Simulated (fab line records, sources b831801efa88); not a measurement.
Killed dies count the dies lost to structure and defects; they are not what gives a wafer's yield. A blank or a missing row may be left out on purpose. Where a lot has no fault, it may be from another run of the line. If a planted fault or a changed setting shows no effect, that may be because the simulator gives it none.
A lot that was struck, set against a sound lot / flow sky130 / 14 steps out of a route of 708
Sound: the wafers L743.1, L743.4, L743.5. Wafers L754.1, L754.3, L754.6 were the ones struck. The cause is named last.
For every step that has rows: the tool of each side, followed by ch and its chambers, followed by its first start. Under that, the readings that differ: sound wafers / struck wafers / difference of the means / sigmas: that difference in standard deviations of wafers without a fault.
alike: same words and numbers on both sides, and readings whose means sit less than 2 such deviations apart. not compared: any withheld reading, any reading some wafer has no value for, any bound like >300 that may hide the same value, and any number with overlapping values for which the record gives no deviation.
A row with sigmas, a row that says differs or no value, or rows on one side alone: a step with any of these is where the two part. Non-overlapping numbers with no deviation appear without sigmas and do not part them. A reading missing from all wafers of one side parts the sides only when that side holds two or more wafers.

SKY_LDD_LDN_TW_MEAS_13:
  sound on film-metro-02, day 23 08:48; struck on film-metro-02, day 28 04:29
  alike: LDD_LDN_TW
then, 2 steps without rows for these wafers: SKY_LDD_LDN_CLEAN_14 (cleans in SC1/SC2, time 150 s); SKY_SPACER_CVD_00 (deposits Si3N4 from DCS/NH3, target thk 43.1 nm, time 740 s).
SKY_SPACER_THK_MEAS_01:
  sound on film-metro-03, day 23 10:07; struck on film-metro-04, day 28 05:48
  alike: SPACER_CVD_00_THK
SKY_SPACER_ETCHBACK_02: etches Si3N4 in CH3F/O2, stops on SiO2, time 46.7 s, target depth 45 nm.
  sound on rie-diel-01 ch 1,2,3, day 23 10:11; struck on rie-diel-02 ch 0,2, day 28 05:52
  alike: drypump-motor-current-A, oes-product-au, throttle-valve-pct
  not compared: rf-hours-counter-h
then, 7 steps without rows for these wafers: SKY_POLY_CUT_DEHYDRATE_00 (time 60 s); SKY_POLY_CUT_HMDS_01 (prime time 60 s); SKY_POLY_CUT_COAT_02 (resist thk 60 nm); SKY_POLY_CUT_COAT_03 (resist thk 450 nm); SKY_POLY_CUT_SOFTBAKE_04 (time 90 s); SKY_POLY_CUT_EXPOSE_05 (exposes mask NPCM, target cd 270 nm); SKY_POLY_CUT_PEB_06.
SKY_POLY_CUT_DEVELOP_07: develop time 60 s.
  sound on litho-track-02 ch 0, day 24 15:00; struck on litho-track-01, day 29 09:00
  no value came back on the struck wafers for chill-plate-temp-C (C), develop-time-s (s); on the sound wafers chill-plate-temp-C (C) reads 22.90 22.92 23.00
reading=model.KrF-thick_of_POLY_CUT_COAT_03.thk-nm (nm); sound=436.7 435.7 436.3; struck=450.5 449.2 451.8; difference=+14.3; sigmas=
SKY_POLY_CUT_CD_MEAS_08: target cd 270 nm.
  sound on cd-sem-01, day 24 15:22; struck on cd-sem-01, day 29 09:58
reading=cd-nm (nm); sound=269.5 269.6 270.2; struck=- - -; difference=no value on the struck wafers; sigmas=

## WHERE THEY PART
First at SKY_POLY_CUT_DEVELOP_07; last, within this record, at SKY_POLY_CUT_CD_MEAS_08.

WHY: whatever the simulator had introduced
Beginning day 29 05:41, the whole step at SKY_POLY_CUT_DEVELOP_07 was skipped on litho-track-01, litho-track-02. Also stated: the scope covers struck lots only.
